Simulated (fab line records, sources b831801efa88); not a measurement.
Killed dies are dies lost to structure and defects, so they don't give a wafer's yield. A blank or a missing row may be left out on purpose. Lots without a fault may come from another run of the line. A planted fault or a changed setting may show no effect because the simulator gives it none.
fab line records | flow gf180mcu | part 2 of 2: steps 33 to 42 of 42
record lots=5 wafers=15 last_day=34
route steps=602 shown M2@366 V2@382
lots that met no fault: from a run of the same line without faults
start_h: hours from the record's first day to the start of the lot's first wafer shown | wait_h: hours since the lot's step before | " the same as in the row above | L1.1+2: a row that stands for several wafers | - no value, or no start given | * or withheld: withheld | < > ~ a bound
route shown NAME@n: a module of which the file shows steps, and the number in the route of the first | usual: mean/standard deviation of fault-free wafers | same: alike in all rows | chamber/n: place in a boat | sites: the reading at each site | _std_site: their standard deviation | _edge_site: outer sites' mean less inner sites' | radius_mm: how far each site lies from the wafer's centre | mask NAME#n: copy n | behind: the tool/chamber that last shaped the wafer | hold: why the lot was held/for how many hours/how that ended | device: the transistor (n, p or np) that didn't switch | end of line: the same wafers' tests at the end of the route | a step without rows: its recipe alone | killed: dies lost to structure and defects at the first sort, not the wafer's yield | map: a wafer's dies, x killed, . not, _ none there
set.NAME: the setting as run; set.NAME@STEP: as run at that earlier step | model.NAME: the simulator's own value behind a step, which no gauge read
lots at some steps of the route; a table a step, a row a wafer
services: from which hour (start_h, from the record's first day; less than 0 if before it) a tool's chamber was out of use, for how many hours, and why
## steps
# step GF_V2_ETCH_16
# recipe chemistry=N2/H2 target_depth_a=withheld overetch_a=withheld time_s=withheld target=BARC ion_energy_ev=200 source_w=500 bias_w=100 pressure_mtorr=30 n2_flow_sccm=100 h2_flow_sccm=200
# usual drypump_motor_current_A=5.9/0.39 oes_product_au=0.855/0.0047 throttle_valve_pct=13.226/0.01
# columns lot.wafer tool chamber start_h wait_h drypump_motor_current_A oes_product_au throttle_valve_pct
L076.1 rie_diel-03 3 483.64 0.0 5.8 0.849 13.222
L076.3 " 2 " " 6.3 0.855 13.199
L076.4 " 1 " " 5.6 0.845 13.228
L083.3 rie_diel-02 0 549.86 0.0 6.0 0.859 13.234
L083.5 " 1 " " 6.7 0.858 13.226
L083.6 " 2 " " 5.6 0.857 13.219
L087.3 rie_diel-02 2 577.31 0.0 5.5 0.848 13.203
L087.4 " 3 " " 5.8 0.855 13.234
L087.6 " 3 " " 5.7 0.856 13.205
L088.4 rie_diel-01 0 584.81 0.0 5.7 0.863 13.228
L088.5 " 3 " " 6.2 0.850 13.237
L088.6 " 0 " " 5.7 0.847 13.219
L096.1 rie_diel-01 1 640.55 0.0 5.5 0.855 13.226
L096.2 " 3 " " 6.2 0.850 13.244
L096.6 " 0 " " 5.7 0.853 13.230
# step GF_V2_ETCH_17
# recipe chemistry=C4F8/O2/Ar mask_material=KrF target=SiO2 stop_on=TiN source_w=1500 bias_w=1200 pressure_mtorr=40 c4f8_flow_sccm=withheld O2_flow_sccm=6 Ar_flow_sccm=300 time_s=withheld target_depth_a=6300
# usual oes_product_au=0.857/0.0051
# columns lot.wafer tool chamber start_h wait_h oes_product_au
L076.1 rie_diel-03 3 - - 0.842
L076.3 " 2 " " 0.850
L076.4 " 1 " " 0.857
L083.3 rie_diel-02 0 - - 0.859
L083.5 " 1 " " 0.857
L083.6 " 2 " " 0.851
L087.3 rie_diel-02 2 - - 0.848
L087.4 " 3 " " 0.860
L087.6 " 3 " " 0.861
L088.4 rie_diel-01 0 - - 0.857
L088.5 " 3 " " 0.855
L088.6 " 0 " " 0.857
L096.1 rie_diel-01 1 - - 0.858
L096.2 " 3 " " 0.852
L096.6 " 0 " " 0.859
# step GF_V2_STRIP_18
# recipe chemistry=O2/N2 power_w=1400 pressure_mtorr=1500 platen_temp_c=250 o2_flow_sccm=3000 n2_flow_sccm=300 overash_fraction=0.5
# usual drypump_motor_current_A=5.5/0.36 heater_power_w=325/28 oes_product_au=0.593/0.0048 platen_temp_c=250.01/0.16
# columns lot.wafer tool chamber start_h wait_h drypump_motor_current_A heater_power_w oes_product_au platen_temp_c rf_hours_counter_h
L076.1 plasma_asher-01 1 483.77 - 5.2 276 0.590 250.05 81
L076.3 " 1 " " 5.2 280 0.597 250.38 -
L076.4 " 0 " " 5.0 330 0.594 249.73 -
L083.3 plasma_asher-03 0 550.02 - 5.9 359 0.592 249.91 -
L083.5 " 0 " " 5.9 367 0.590 250.05 -
L083.6 " 1 " " 5.9 339 0.593 250.19 -
L087.3 plasma_asher-02 0 577.47 - 5.6 341 0.591 250.31 -
L087.4 " 1 " " 5.3 307 0.589 250.00 -
L087.6 " 1 " " 5.3 311 0.596 249.91 -
L088.4 plasma_asher-03 0 584.97 - 5.9 365 0.597 249.92 -
L088.5 " 0 " " 5.9 363 0.586 249.90 -
L088.6 " 1 " " 5.9 339 0.587 249.74 -
L096.1 plasma_asher-03 0 640.67 - 5.9 372 0.589 249.87 91
L096.2 " 1 " " 5.9 334 0.596 249.97 91
L096.6 " 0 " " 5.9 365 0.597 250.00 -
# step GF_V2_STRIP_19
# recipe chemistry=post_etch_residue_remover time_s=1200 temp_c=72.5
# columns lot.wafer tool chamber start_h wait_h
L076.1+3+4 wet_bench-04 1 483.87 0.1
L083.3+5+6 wet_bench-01 1 550.09 0.0
L087.3+4+6 wet_bench-02 0 577.54 0.0
L088.4+5+6 wet_bench-04 3 585.04 0.0
L096.1+2+6 wet_bench-02 3 640.77 0.1
# step GF_V2_CLEAN_20
# recipe chemistry=DIW dry=n2_spin
# columns lot.wafer tool chamber start_h wait_h
L076.1+3+4 wet_bench-01 3 484.28 0.0
L083.3+5+6 wet_bench-02 1 550.43 0.0
L087.3+4+6 wet_bench-01 1 577.88 0.0
L088.4+5+6 wet_bench-01 0 585.38 0.0
L096.1+2+6 wet_bench-01 0 641.12 0.0
# step GF_V2_SPUTTER_21
# recipe material=Ti target_thk_nm=15 chamber_pressure_pa=5 power_w=2500 substrate_temp_c=200 time_s=80.02
# usual throttle_valve_pct=29.8/0.82
# columns lot.wafer tool chamber start_h wait_h throttle_valve_pct
L076.1 pvd_sputter-01 - 484.39 0.0 29.2
L076.3 " - " " 30.1
L076.4 " - " " 28.7
L083.3 pvd_sputter-01 - 550.52 0.0 28.9
L083.5 " - " " 28.8
L083.6 " - " " 29.5
L087.3 pvd_sputter-02 - 577.97 0.0 31.0
L087.4 " - " " 30.2
L087.6 " - " " 30.5
L088.4 pvd_sputter-01 - 585.50 0.0 29.6
L088.5 " - " " 29.0
L088.6 " - " " 29.0
L096.1 pvd_sputter-04 - 641.21 0.0 29.6
L096.2 " - " " 29.7
L096.6 " - " " 30.0
# step GF_V2_SPUTTER_22
# recipe material=TiN target_thk_nm=10 chamber_pressure_pa=5 power_w=4000 time_s=40
# usual throttle_valve_pct=29.8/0.8
# columns lot.wafer tool chamber start_h wait_h throttle_valve_pct
L076.1 pvd_sputter-01 - 484.45 0.0 28.8
L076.3 " - " " 29.4
L076.4 " - " " 28.9
L083.3 pvd_sputter-01 - 550.58 0.0 28.9
L083.5 " - " " 28.7
L083.6 " - " " 29.6
L087.3 pvd_sputter-02 - 578.03 0.0 31.0
L087.4 " - " " 30.1
L087.6 " - " " 30.2
L088.4 pvd_sputter-01 - 585.55 0.0 29.7
L088.5 " - " " 28.8
L088.6 " - " " 28.8
L096.1 pvd_sputter-04 - 641.27 0.0 29.7
L096.2 " - " " 29.7
L096.6 " - " " 29.8
# step GF_V2_CVD_23
# recipe material=W target_thk_nm=350 time_s=104.94 temp_c=400 pressure_torr=40
# usual heater_power_outer_w=479/26 heater_power_w=805/37
# columns lot.wafer tool chamber start_h wait_h heater_power_outer_w heater_power_w
L076.1 cvd_w-01 0 484.49 0.0 440 742
L076.3 " 1 " " 512 792
L076.4 " 0 " " 445 747
L083.3 cvd_w-02 0 550.66 0.1 497 809
L083.5 " 0 " " 501 810
L083.6 " 1 " " 476 845
L087.3 cvd_w-02 0 578.11 0.1 503 781
L087.4 " 1 " " 472 841
L087.6 " 1 " " 466 862
L088.4 cvd_w-02 0 585.61 0.0 492 790
L088.5 " 1 " " 465 870
L088.6 " 0 " " 494 781
L096.1 cvd_w-01 0 641.31 0.0 453 751
L096.2 " 1 " " 502 833
L096.6 " 0 " " 445 742
# step GF_V2_RS_MEAS_24
# recipe thk_meas_gauge=four-point-probe reads=W_of_V2_CVD_23+TiN_of_V2_SPUTTER_22+Ti_of_V2_SPUTTER_21
# usual V2_W_RS=0.332/0.0041
# columns lot.wafer tool chamber start_h wait_h V2_W_RS[ohm/sq]
L076.1 film_metro-04 - 484.60 0.1 0.328
L076.3 " - " " 0.334
L076.4 " - " " 0.332
L083.3 film_metro-02 - 550.77 0.1 0.333
L083.5 " - " " 0.332
L083.6 " - " " 0.339
L087.3 film_metro-04 - 578.23 0.1 0.334
L087.4 " - " " 0.342
L087.6 " - " " 0.339
L088.4 film_metro-04 - 585.75 0.1 0.328
L088.5 " - " " 0.335
L088.6 " - " " 0.325
L096.1 film_metro-01 - 641.42 0.1 0.330
L096.2 " - " " 0.328
L096.6 " - " " 0.335
# step GF_V2_THK_MEAS_25
# recipe thk_meas_gauge=xrf reads=W_of_V2_CVD_23
# usual V2_W_THK=341/5.1
# columns lot.wafer tool chamber start_h wait_h V2_W_THK[nm]
L076.1 film_metro-04 - 484.72 0.1 347
L076.3 " - " " 339
L076.4 " - " " 344
L083.3 film_metro-02 - 550.87 0.1 340
L083.5 " - " " 341
L083.6 " - " " 333
L087.3 film_metro-04 - 578.33 0.1 338
L087.4 " - " " 332
L087.6 " - " " 336
L088.4 film_metro-04 - 585.84 0.1 344
L088.5 " - " " 338
L088.6 " - " " 346
L096.1 film_metro-01 - 641.54 0.1 338
L096.2 " - " " 342
L096.6 " - " " 332
## services
# columns tool chamber start_h hours kind
pvd_sputter-01 - 410.15 25.2 repair
rie_diel-01 0 416.44 2.2 repair
krf_scanner-02 - 417.99 1.2 repair
krf_scanner-01 - 429.95 1.3 pm
pvd_sputter-01 - 438.90 2.9 repair
krf_scanner-01 - 449.56 0.8 pm
krf_scanner-01 - 456.39 0.8 pm
krf_scanner-02 - 470.77 1.3 pm
rie_diel-02 3 480.86 9.7 repair
plasma_asher-04 - 497.19 1.0 repair
krf_scanner-02 - 512.41 0.2 repair
plasma_asher-04 - 514.39 1.4 repair
pvd_sputter-03 - 527.28 3.6 repair
krf_scanner-02 - 531.69 0.8 pm
rie_diel-01 1 534.46 22.4 repair
wet_bench-01 - 538.76 2.1 repair
hdpcvd-01 2 549.39 3.5 repair
krf_scanner-02 - 564.25 1.0 pm
krf_scanner-01 - 566.00 1.2 repair
krf_scanner-01 - 574.23 1.0 pm
krf_scanner-01 - 587.62 4.4 pm
krf_scanner-02 - 604.27 0.2 repair
krf_scanner-01 - 605.78 1.3 pm
krf_scanner-01 - 618.36 0.8 pm
